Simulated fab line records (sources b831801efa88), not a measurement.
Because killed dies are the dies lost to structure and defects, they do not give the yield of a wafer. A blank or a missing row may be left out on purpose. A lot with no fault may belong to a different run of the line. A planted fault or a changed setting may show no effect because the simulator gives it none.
Split-lot trial / flow sfq line / on a route of 325 steps: 5 lots, 23 wafers read

## ON THE SPLIT
At SFQ_TRILAYER_I2_VIA_LITHO_COAT_072 (resist thk 62 nm), the setting spin rpm was moved away from the recipe's 3000 rpm on 5 of the 23 wafers read, by -2.3% to +5.7%. For the rest of the wafers, this setting stayed at what the recipe calls for.

The split's own step is where the reading is taken.

## THE READING
BARC_of_TRILAYER_I2_VIA_LITHO_COAT_072.thk nm (the simulator's own value, which no gauge read), in nm, at SFQ_TRILAYER_I2_VIA_LITHO_COAT_072 (resist thk 62 nm). There is no usual value for it anywhere in the file. The 18 wafers here that ran the recipe average 62.04 nm, standard deviation 0.19 nm.

wafer=L074.2; tool, chamber at the split=litho track-04, 0; spin rpm as run, rpm=3000; against the recipe=recipe; BARC_of_TRILAYER_I2_VIA_LITHO_COAT_072.thk nm, nm=62; against lot-mates on the recipe=-
wafer=L074.3; tool, chamber at the split=litho track-04, 0; spin rpm as run, rpm=3000; against the recipe=recipe; BARC_of_TRILAYER_I2_VIA_LITHO_COAT_072.thk nm, nm=61.96; against lot-mates on the recipe=-
wafer=L074.4; tool, chamber at the split=litho track-04, 0; spin rpm as run, rpm=3000; against the recipe=recipe; BARC_of_TRILAYER_I2_VIA_LITHO_COAT_072.thk nm, nm=61.81; against lot-mates on the recipe=-
wafer=L074.5; tool, chamber at the split=litho track-04, 0; spin rpm as run, rpm=3000; against the recipe=recipe; BARC_of_TRILAYER_I2_VIA_LITHO_COAT_072.thk nm, nm=61.93; against lot-mates on the recipe=-
wafer=L074.6; tool, chamber at the split=litho track-04, 0; spin rpm as run, rpm=3000; against the recipe=recipe; BARC_of_TRILAYER_I2_VIA_LITHO_COAT_072.thk nm, nm=62.02; against lot-mates on the recipe=-
wafer=L079.1; tool, chamber at the split=litho track-02, 0; spin rpm as run, rpm=3000; against the recipe=recipe; BARC_of_TRILAYER_I2_VIA_LITHO_COAT_072.thk nm, nm=61.98; against lot-mates on the recipe=-
wafer=L079.3; tool, chamber at the split=litho track-02, 0; spin rpm as run, rpm=3000; against the recipe=recipe; BARC_of_TRILAYER_I2_VIA_LITHO_COAT_072.thk nm, nm=61.84; against lot-mates on the recipe=-
wafer=L079.6; tool, chamber at the split=litho track-02, 0; spin rpm as run, rpm=3000; against the recipe=recipe; BARC_of_TRILAYER_I2_VIA_LITHO_COAT_072.thk nm, nm=61.99; against lot-mates on the recipe=-
wafer=L081.1; tool, chamber at the split=litho track-01, 0; spin rpm as run, rpm=3171; against the recipe=+5.7%; BARC_of_TRILAYER_I2_VIA_LITHO_COAT_072.thk nm, nm=60.19; against lot-mates on the recipe=-1.58
wafer=L081.2; tool, chamber at the split=litho track-01, 0; spin rpm as run, rpm=3000; against the recipe=recipe; BARC_of_TRILAYER_I2_VIA_LITHO_COAT_072.thk nm, nm=61.77; against lot-mates on the recipe=-
wafer=L081.3; tool, chamber at the split=litho track-01, 0; spin rpm as run, rpm=3000; against the recipe=recipe; BARC_of_TRILAYER_I2_VIA_LITHO_COAT_072.thk nm, nm=61.76; against lot-mates on the recipe=-
wafer=L081.4; tool, chamber at the split=litho track-01, 0; spin rpm as run, rpm=3171; against the recipe=+5.7%; BARC_of_TRILAYER_I2_VIA_LITHO_COAT_072.thk nm, nm=60; against lot-mates on the recipe=-1.77
wafer=L081.6; tool, chamber at the split=litho track-01, 0; spin rpm as run, rpm=3171; against the recipe=+5.7%; BARC_of_TRILAYER_I2_VIA_LITHO_COAT_072.thk nm, nm=60.2; against lot-mates on the recipe=-1.56
wafer=L084.1; tool, chamber at the split=litho track-02, 0; spin rpm as run, rpm=3000; against the recipe=recipe; BARC_of_TRILAYER_I2_VIA_LITHO_COAT_072.thk nm, nm=62.02; against lot-mates on the recipe=-
wafer=L084.3; tool, chamber at the split=litho track-02, 0; spin rpm as run, rpm=2931; against the recipe=-2.3%; BARC_of_TRILAYER_I2_VIA_LITHO_COAT_072.thk nm, nm=63.06; against lot-mates on the recipe=+0.99
wafer=L084.4; tool, chamber at the split=litho track-02, 0; spin rpm as run, rpm=3000; against the recipe=recipe; BARC_of_TRILAYER_I2_VIA_LITHO_COAT_072.thk nm, nm=62.03; against lot-mates on the recipe=-
wafer=L084.5; tool, chamber at the split=litho track-02, 0; spin rpm as run, rpm=2931; against the recipe=-2.3%; BARC_of_TRILAYER_I2_VIA_LITHO_COAT_072.thk nm, nm=62.77; against lot-mates on the recipe=+0.70
wafer=L084.6; tool, chamber at the split=litho track-02, 0; spin rpm as run, rpm=3000; against the recipe=recipe; BARC_of_TRILAYER_I2_VIA_LITHO_COAT_072.thk nm, nm=62.17; against lot-mates on the recipe=-
wafer=L085.2; tool, chamber at the split=litho track-04, 0; spin rpm as run, rpm=3000; against the recipe=recipe; BARC_of_TRILAYER_I2_VIA_LITHO_COAT_072.thk nm, nm=62.35; against lot-mates on the recipe=-
wafer=L085.3; tool, chamber at the split=litho track-04, 0; spin rpm as run, rpm=3000; against the recipe=recipe; BARC_of_TRILAYER_I2_VIA_LITHO_COAT_072.thk nm, nm=62.12; against lot-mates on the recipe=-
wafer=L085.4; tool, chamber at the split=litho track-04, 0; spin rpm as run, rpm=3000; against the recipe=recipe; BARC_of_TRILAYER_I2_VIA_LITHO_COAT_072.thk nm, nm=62.3; against lot-mates on the recipe=-
wafer=L085.5; tool, chamber at the split=litho track-04, 0; spin rpm as run, rpm=3000; against the recipe=recipe; BARC_of_TRILAYER_I2_VIA_LITHO_COAT_072.thk nm, nm=62.31; against lot-mates on the recipe=-
wafer=L085.6; tool, chamber at the split=litho track-04, 0; spin rpm as run, rpm=3000; against the recipe=recipe; BARC_of_TRILAYER_I2_VIA_LITHO_COAT_072.thk nm, nm=62.38; against lot-mates on the recipe=-

THE FIT
A straight line over all 23 wafers: BARC_of_TRILAYER_I2_VIA_LITHO_COAT_072.thk nm changes by -0.341 nm for each +1% of spin rpm; r = -0.97; the points scatter about the line by 0.19 nm.
The same after taking each lot's own level away (the mean of its wafers on the recipe; 23 wafers): -0.297 nm for each +1%; r = -0.99; scatter 0.1 nm.
The reading moves by 1.7 nm for the largest change in spin rpm, on that fit.
The span of the lots' own levels, 61.765 to 62.292 nm, comes to 2.8 times the standard deviation stated above.
In other words, the slope is changed by the lot-to-lot level; the two fits disagree.
Check: with one of the wafers moved furthest among these (+5.7%) left out of the fit, the line predicts -1.71 nm for it against its lot-mates. Against them it came out at -1.58 nm.

## OTHER SPLITS ON THESE WAFERS
These wafers also went through other splits before the reading. Each is held against what the fit with the lots' levels taken away leaves over:
other split on the same wafers=SFQ_TRILAYER_M1_LITHO_PEB_042 peb temp c; wafers away from the commonest value=10; r with BARC_of_TRILAYER_I2_VIA_LITHO_COAT_072.thk nm (lot level and that fit taken away)=-0.21
other split on the same wafers=SFQ_TRILAYER_I1_CMP_CMP_046 leave above ref nm; wafers away from the commonest value=7; r with BARC_of_TRILAYER_I2_VIA_LITHO_COAT_072.thk nm (lot level and that fit taken away)=+0.09
other split on the same wafers=SFQ_TRILAYER_I1_VIA_LITHO_COAT_054 resist thk nm; wafers away from the commonest value=12; r with BARC_of_TRILAYER_I2_VIA_LITHO_COAT_072.thk nm (lot level and that fit taken away)=+0.34
other split on the same wafers=SFQ_TRILAYER_M2_LITHO_COAT_062 resist thk nm; wafers away from the commonest value=9; r with BARC_of_TRILAYER_I2_VIA_LITHO_COAT_072.thk nm (lot level and that fit taken away)=-0.05
other split on the same wafers=SFQ_TRILAYER_M2_LITHO_PEB_060 peb temp c; wafers away from the commonest value=7; r with BARC_of_TRILAYER_I2_VIA_LITHO_COAT_072.thk nm (lot level and that fit taken away)=+0.09

## FILE'S OWN FIT
BARC_of_TRILAYER_I2_VIA_LITHO_COAT_072.thk nm changes by -0.298 nm for each +1% of spin rpm, r = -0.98.
